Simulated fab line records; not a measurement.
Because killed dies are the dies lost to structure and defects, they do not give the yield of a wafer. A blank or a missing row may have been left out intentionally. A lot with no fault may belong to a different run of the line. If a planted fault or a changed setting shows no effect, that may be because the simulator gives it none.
Comparing a struck lot with a sound one ; flow sky130 ; 20 out of 708 route steps
Sound: these wafers, L274.1, L274.2, L274.4. Wafers L281.1, L281.2, L281.4 were the ones struck. The cause comes at the end.
For every step that has rows: the tool of each side, followed by ch and its chambers, followed by its first start. Under that, the readings that differ: sound wafers ; struck wafers ; difference of the means ; sigmas: that difference in standard deviations of wafers without a fault.
alike: same words and numbers on both sides, and readings whose means sit less than 2 such deviations apart. not compared: any withheld reading, any reading some wafer has no value for, any bound like >300 that may hide the same value, and any number with overlapping values for which the record gives no deviation.
Wherever a step has rows on one side only, a row that says differs or no value, or a row with sigmas, the two part there. Non-overlapping numbers with no deviation appear without sigmas and do not part them. Lack of a reading on every wafer of one side parts them only where that side has two or more wafers.

first, 4 steps without rows for these wafers: SKY_METAL1_STRIP_21 (strips in post etch residue remover, time 1200 s); SKY_METAL1_CLEAN_22 (cleans in IPA, time 180 s); SKY_METAL1_CLEAN_23 (cleans in O3/DIW); SKY_VIA1_HDPCVD_00 (deposits SiO2, target thk 1030 nm, time 171.7 s).
SKY_VIA1_THK_MEAS_01:
  sound on film metro-03 at day 33 00:14; struck on film metro-03 at day 35 13:07
  alike: VIA1_HDPCVD_THK
SKY_VIA1_CMP_02: polishes SiO2.
  sound on cmp-02 ch 1,2,3, day 33 00:17; struck on cmp-01 ch 0,1,3, day 35 13:13
  alike: head pressure psi, motor current A
SKY_VIA1_BOW_MEAS_03:
  sound on film metro-01 at day 33 00:35; struck on film metro-01 at day 35 13:28
  alike: VIA1_BOW
then, 5 steps without rows for these wafers: SKY_VIA1_DEHYDRATE_04 (time 60 s); SKY_VIA1_HMDS_05 (prime time 60 s); SKY_VIA1_COAT_06 (resist thk 60 nm); SKY_VIA1_COAT_07 (resist thk 450 nm); SKY_VIA1_SOFTBAKE_08 (time 90 s).
SKY_VIA1_EXPOSE_09: exposes mask VIM, target cd 150 nm.
  sound on krf scanner-02 ch 0, day 33 14:12; struck on krf scanner-02 ch 0, day 36 02:09
reading;sound;struck;difference;sigmas
exposure dose mJ cm2;38.00 38.03 37.98;36.93 36.80 36.85;-1.14;-18
  alike: mask, focus offset nm
then, 2 steps without rows for these wafers: SKY_VIA1_PEB_10; SKY_VIA1_DEVELOP_11 (develop time 60 s).
SKY_VIA1_CD_MEAS_12 targets a cd of 150 nm.
  sound on cd sem-02 at day 34 03:14; struck on cd sem-02 at day 36 14:50
reading;sound;struck;difference;sigmas
cd nm (nm);151.7 150.7 151.2;147.1 147.5 147.8;-3.7;-2
SKY_VIA1_OVL_MEAS_13:
  sound on overlay-01 at day 34 03:21; struck on overlay-01 at day 36 14:57
  alike: VIA1_OVL
SKY_VIA1_ETCH_14: etches BARC in N2/H2, stops on SiO2, time 45.9 s, target depth 60 nm.
  sound on rie diel-02 ch 0,1,2, day 34 03:23; struck on rie diel-04 ch 0,1, day 36 14:59
reading;sound;struck;difference;sigmas
model.VIA1.cd nm (nm);151.7 148.9 150.5;146.2 146.5 146.8;-3.9;
  alike: bias w, drypump motor current A, oes product au, throttle valve pct
  not compared: rf hours counter h
SKY_VIA1_ETCH_15: etches SiO2 in C4F8/O2/Ar, stops on TiN, target depth 351 nm, time 54 s.
  sound on rie diel-02 ch 0,1,2, day 34 03:26; struck on rie diel-04 ch 0,1, day 36 15:02
  alike: bias w, oes product au
  not compared: rf hours counter h
-- the record jumps here: 11 days lie between the struck wafers' starts before and after (it left off in module VIA1 and takes up again in module PAD_OPEN, whose first step shown is number 708 of the route) --
SKY_PAD_OPEN_PROBE_99:
  sound on prober-02 at day 45 22:47; struck on prober-01 at day 47 20:47
  alike: defect limited yield, killed_at_M0_to_M3, killed_at_M4_up, killed at contacts, killed at front end, killed at other, killed dies, killed open, killed short, sort_bin_3_pad_short, sort_bin_5_function, sort_bin_6_memory, sort n pass, sort yield pct
  not compared: model.etest.via1 chain.rc ohm

WHERE THEY PART
Last at SKY_VIA1_CD_MEAS_12 as far as this record goes, first at SKY_VIA1_EXPOSE_09. Later steps at which nothing parts them and some readings are alike: SKY_VIA1_OVL_MEAS_13, SKY_VIA1_ETCH_14, SKY_VIA1_ETCH_15, SKY_PAD_OPEN_PROBE_99.

WHY: the cause the simulator had injected
Process parameters drifting: krf scanner-02 at SKY_VIA1_EXPOSE_09, beginning at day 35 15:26. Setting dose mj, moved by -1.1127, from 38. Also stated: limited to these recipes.
